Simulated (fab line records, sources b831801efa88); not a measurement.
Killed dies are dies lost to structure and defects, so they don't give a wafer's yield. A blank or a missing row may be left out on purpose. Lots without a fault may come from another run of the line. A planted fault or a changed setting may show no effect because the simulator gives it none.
A struck lot beside a sound one | flow sky130 | 43 steps out of a route of 708
Sound: wafers L713.2, L713.4, L713.5. Struck: wafers L714.1, L714.3, L714.4. The cause comes at the end.
At each step with rows: each side's tool, then ch and its chambers, then its first start. Under that, the readings that differ: sound wafers | struck wafers | difference of the means | sigmas: that difference in standard deviations of wafers without a fault.
alike: readings whose means differ by less than 2 such deviations, and words and numbers that are the same on both sides. not compared: withheld readings, readings that some wafer has no value for, bounds like >300 that may hide the same value, and numbers for which the record gives no deviation and whose values overlap.
The two part at a step that has a row with sigmas, a row that says differs or no value, or rows on one side only. Numbers that don't overlap but have no deviation are shown without sigmas and don't part them. A reading that every wafer of one side lacks parts them only if that side has two wafers or more.

SKY_LI_CONTACT_OVL_MEAS_13:
  sound on overlay-01, day 31 21:30; struck on overlay-02, day 32 02:13
  alike: LI_CONTACT_OVL
SKY_LI_CONTACT_ETCH_14: etches BARC in N2/H2, stops on SiO2, time 45.9 s, target depth 60 nm.
  sound on rie_diel-01 ch 0,2,3, day 31 21:32; struck on rie_diel-01 ch 0,1,2, day 32 02:15
  alike: drypump_motor_current_A, oes_product_au, throttle_valve_pct
  not compared: rf_hours_counter_h
SKY_LI_CONTACT_ETCH_15: etches PSG in C4F8/O2/Ar, stops on Si, target depth 600 nm.
  sound on rie_diel-01 ch 0,2,3, day 31 21:34; struck on rie_diel-01 ch 0,1,2, day 32 02:17
  alike: oes_product_au
then, 5 steps without rows for these wafers: SKY_LI_CONTACT_STRIP_16 (strips in O2/N2); SKY_LI_CONTACT_CLEAN_17 (cleans in NMP, time 600 s); SKY_LI_CONTACT_PRE_CLEAN_18 (time 5.6 s); SKY_LI_CONTACT_SPUTTER_19 (material Ti, target thk 20 nm, time 109.7 s); SKY_LI_CONTACT_SPUTTER_20 (material TiN, target thk 20 nm, time 80 s).
SKY_LI_CONTACT_CVD_21: deposits W, target thk 400 nm, time 120.56 s.
  sound on cvd_w-02 ch 0,1, day 31 22:05; struck on cvd_w-01 ch 0,1, day 32 02:50
  alike: heater_power_w
SKY_LI_CONTACT_RS_MEAS_22: measures by four-point-probe.
  sound on film_metro-02, day 31 22:14; struck on film_metro-04, day 32 02:57
  alike: LI_CONTACT_W_RS
SKY_LI_CONTACT_THK_MEAS_23: measures by xrf.
  sound on film_metro-02, day 31 22:20; struck on film_metro-04, day 32 03:04
  alike: LI_CONTACT_W_THK
then, 1 step without rows for these wafers: SKY_LI_CONTACT_CMP_24 (polishes, stops on PSG, t overpolish 20 s, target thk 0 nm).
SKY_LOCAL_INTERCONNECT_SPUTTER_00: material TiN, target thk 100 nm, time 83.3 s.
  sound on pvd_sputter-04, day 31 22:41; struck on pvd_sputter-01, day 32 03:26
  alike: throttle_valve_pct
SKY_LOCAL_INTERCONNECT_RS_MEAS_01: measures by four-point-probe.
  sound on film_metro-03, day 31 22:46; struck on film_metro-03, day 32 03:30
  alike: LOCAL_INTERCONNECT_TIN_RS
SKY_LOCAL_INTERCONNECT_THK_MEAS_02: measures by xrf.
  sound on film_metro-03, day 31 22:53; struck on film_metro-03, day 32 03:37
  alike: LOCAL_INTERCONNECT_TIN_THK
then, 8 steps without rows for these wafers: SKY_LOCAL_INTERCONNECT_DEHYDRATE_03 (time 60 s); SKY_LOCAL_INTERCONNECT_HMDS_04 (prime time 60 s); SKY_LOCAL_INTERCONNECT_COAT_05 (resist thk 60 nm); SKY_LOCAL_INTERCONNECT_COAT_06 (resist thk 443.2 nm); SKY_LOCAL_INTERCONNECT_SOFTBAKE_07 (time 90 s); SKY_LOCAL_INTERCONNECT_EXPOSE_08 (exposes mask LI1M, target cd 170 nm); SKY_LOCAL_INTERCONNECT_PEB_09; SKY_LOCAL_INTERCONNECT_DEVELOP_10 (develop time 60 s).
SKY_LOCAL_INTERCONNECT_CD_MEAS_11: target cd 170 nm.
  sound on cd_sem-01, day 33 02:02; struck on cd_sem-02, day 33 07:03
  alike: cd_nm
SKY_LOCAL_INTERCONNECT_OVL_MEAS_12:
  sound on overlay-02, day 33 02:09; struck on overlay-01, day 33 07:10
  reading                     | sound   | struck   | difference | sigmas
  LOCAL_INTERCONNECT_OVL (nm) | 8 11 12 | -1 -4 -6 | -14        | -2
then, 6 steps without rows for these wafers: SKY_LOCAL_INTERCONNECT_ETCH_13 (etches BARC in N2/H2, stops on SiO2, time 45.9 s, target depth 60 nm); SKY_LOCAL_INTERCONNECT_METAL_ETCH_14 (etches TiN in Cl2/BCl3, stops on PSG, target depth 110 nm, time 31.4 s); SKY_LOCAL_INTERCONNECT_STRIP_15 (strips in O2/N2); SKY_LOCAL_INTERCONNECT_STRIP_16 (strips in post etch residue remover, time 1200 s); SKY_LOCAL_INTERCONNECT_CLEAN_17 (cleans in IPA, time 180 s); SKY_LOCAL_INTERCONNECT_CLEAN_18 (cleans in O3/DIW).
SKY_CONTACT_CVD_00: deposits Si3N4, target thk 75 nm.
  sound on pecvd-03 ch 1,2, day 33 03:00; struck on pecvd-02 ch 0,1,2, day 33 07:57
  alike: heater_power_w
SKY_CONTACT_THK_MEAS_01:
  sound on film_metro-03, day 33 03:03; struck on film_metro-02, day 33 07:59
  alike: CONTACT_CVD_00_THK
then, 1 step without rows for these wafers: SKY_CONTACT_HDPCVD_02 (deposits SiO2, target thk 565 nm, time 94.2 s).
SKY_CONTACT_THK_MEAS_03:
  sound on film_metro-04, day 33 03:11; struck on film_metro-04, day 33 08:07
  reading                 | sound       | struck      | difference | sigmas
  CONTACT_HDPCVD_THK (nm) | 571 573 566 | 554 558 557 | -14        | -3
SKY_CONTACT_CMP_04: polishes SiO2.
  sound on cmp-02 ch 1,3, day 33 03:14; struck on cmp-01 ch 1,2,3, day 33 08:10
  alike: motor_current_A, platen_rpm, slurry_flow_ml_min, time_to_endpoint_s
SKY_CONTACT_BOW_MEAS_05:
  sound on film_metro-02, day 33 03:33; struck on film_metro-04, day 33 08:28
  alike: CONTACT_BOW
then, 5 steps without rows for these wafers: SKY_CONTACT_DEHYDRATE_06 (time 60 s); SKY_CONTACT_HMDS_07 (prime time 60 s); SKY_CONTACT_COAT_08 (resist thk 60 nm); SKY_CONTACT_COAT_09 (resist thk 450 nm); SKY_CONTACT_SOFTBAKE_10 (time 90 s).
-- the record jumps here: 15 days lie between the struck wafers' starts before and after (it left off in module CONTACT and takes up again in module PAD_OPEN, whose first step shown is number 708 of the route) --
SKY_PAD_OPEN_PROBE_99:
  sound on prober-02, day 47 14:22; struck on prober-01, day 48 01:58
  reading            | sound    | struck      | difference | sigmas
  killed_at_contacts | 27 27 26 | 42 69 76    | +36        | +7
  killed_dies        | 95 78 92 | 113 148 139 | +45        | +5
  alike: killed_at_M0_to_M3, killed_at_M4_up, killed_at_front_end, killed_at_other, killed_on_rim, killed_open, killed_short

WHERE THEY PART
First at SKY_LOCAL_INTERCONNECT_OVL_MEAS_12; last, within this record, at SKY_PAD_OPEN_PROBE_99.

WHY: what the simulator had put in
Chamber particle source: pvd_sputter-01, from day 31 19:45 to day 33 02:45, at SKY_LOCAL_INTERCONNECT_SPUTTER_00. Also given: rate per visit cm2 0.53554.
